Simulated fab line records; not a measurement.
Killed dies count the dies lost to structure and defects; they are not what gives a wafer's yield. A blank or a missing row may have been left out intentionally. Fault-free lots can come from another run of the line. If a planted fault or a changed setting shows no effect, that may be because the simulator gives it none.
Problem report in the 8D (eight disciplines) form, filled by code | flow gf180mcu | the parts of the form that need people (team, actions taken, sign-off) are left out

== 1. PROBLEM STATEMENT ==
V3_CVD_02_THK at GF_V3_THK_MEAS_03 reads a mean of 950 nm on 1 wafer of 1 lot; wafers without a fault read 852 nm with a standard deviation of 9.9. That is +9.9 standard deviations from the usual mean.
First seen on wafer L586.2, day 27 04:27, on film metro-02. The record has a number at this step for 36 wafers belonging to 12 lots. By rule, "out" or "out of limits" means more than 4 standard deviations away from the usual mean. The other wafers with a number count as sound.

== 2. WHAT THIS IS AND IS NOT ==
question                    | is                | is not
which readings at this step | V3_CVD_02_THK     | -
which lots                  | L586              | L571, L572, L573, L574, L575, L576, L577, L581, L590, L592, L593
which wafers of those lots  | L586.2            | L586.1, L586.4
read on which gauges        | film metro-02     | film metro-03, film metro-04
when                        | from day 27 04:27 | up to then (26 sound wafers); but 9 sound wafers of L590, L592, L593 came after

== 3. WHAT RULES OUT EACH SUSPECT ==
Counting: any tool at a process step up to the reading remains a suspect provided it ran every lot that is out. Sound lots after the first of them don't rule it out here, since some wafers of a struck lot are sound.
- ruled out: the gauge at GF_V3_THK_MEAS_03. All the wafers that are out were read on film metro-02, but those of them that GF_V3_CMP_04 has rows for are out there too, on other tools.
- pecvd-02 at GF_V3_CVD_02 (deposits SiO2 from TEOS, target thk 850 nm, time 94.851 s): kept. L586, the lot that is out, went through it at day 27 04:22; up to then, the latest sound lot through it was L581 at day 25 19:38.
- At GF_V3_CVD_02, inside pecvd-02: chamber 1 took the wafers that are out, while their sound lot-mates went through chambers 0, 2.
After counting, what remains is pecvd-02 at GF_V3_CVD_02.

== 4. THE CAUSE (what the simulator had put in) ==
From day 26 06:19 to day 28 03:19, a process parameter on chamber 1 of pecvd-02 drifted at GF_V3_CVD_02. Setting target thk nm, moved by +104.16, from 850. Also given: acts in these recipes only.
Only this tool survived the counting.

== 5. THE EFFECT CHAIN, in route order ==
One row per reading whose mean, taken over the struck wafers that have a number, lies over 3 standard deviations from the usual. Only readings for which the record gives a usual standard deviation are gone through. hours: the time from each lot's start at the first step in this table that gives one to its start at this step, as a median over the lots. sigmas: the change in usual standard deviations.
hours | step              | reading            | usual  | on struck wafers | change | sigmas
0     | GF_V3_THK_MEAS_03 | V3_CVD_02_THK      | 852 nm | 950              | +98    | +9.9
0     | GF_V3_CMP_04      | time to endpoint s | 81 s   | 117              | +36    | +7.7
It contains these process steps:
- GF_V3_CMP_04: polishes SiO2.
Later measuring or inspecting steps at which every struck wafer that the step has a row for has a number for every such reading, and none has moved that far: GF_V3_BOW_MEAS_05.

== 6. HOW IT WOULD HAVE BEEN CAUGHT EARLIER ==
The first out-of-limits reading at a measuring or inspecting step in this record came at day 27 04:27, 22 hours after the fault's start at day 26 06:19.
Of the tool readings at GF_V3_CVD_02 for which the record gives a usual standard deviation, none was out on any struck wafer, so an alarm limit of 4 standard deviations on them would not have fired.
The start of GF_V3_CVD_02 on pecvd-02 came by day 27 04:27 for every one of the lots that are out (1). Tool hold at that time: it would have spared none of them.
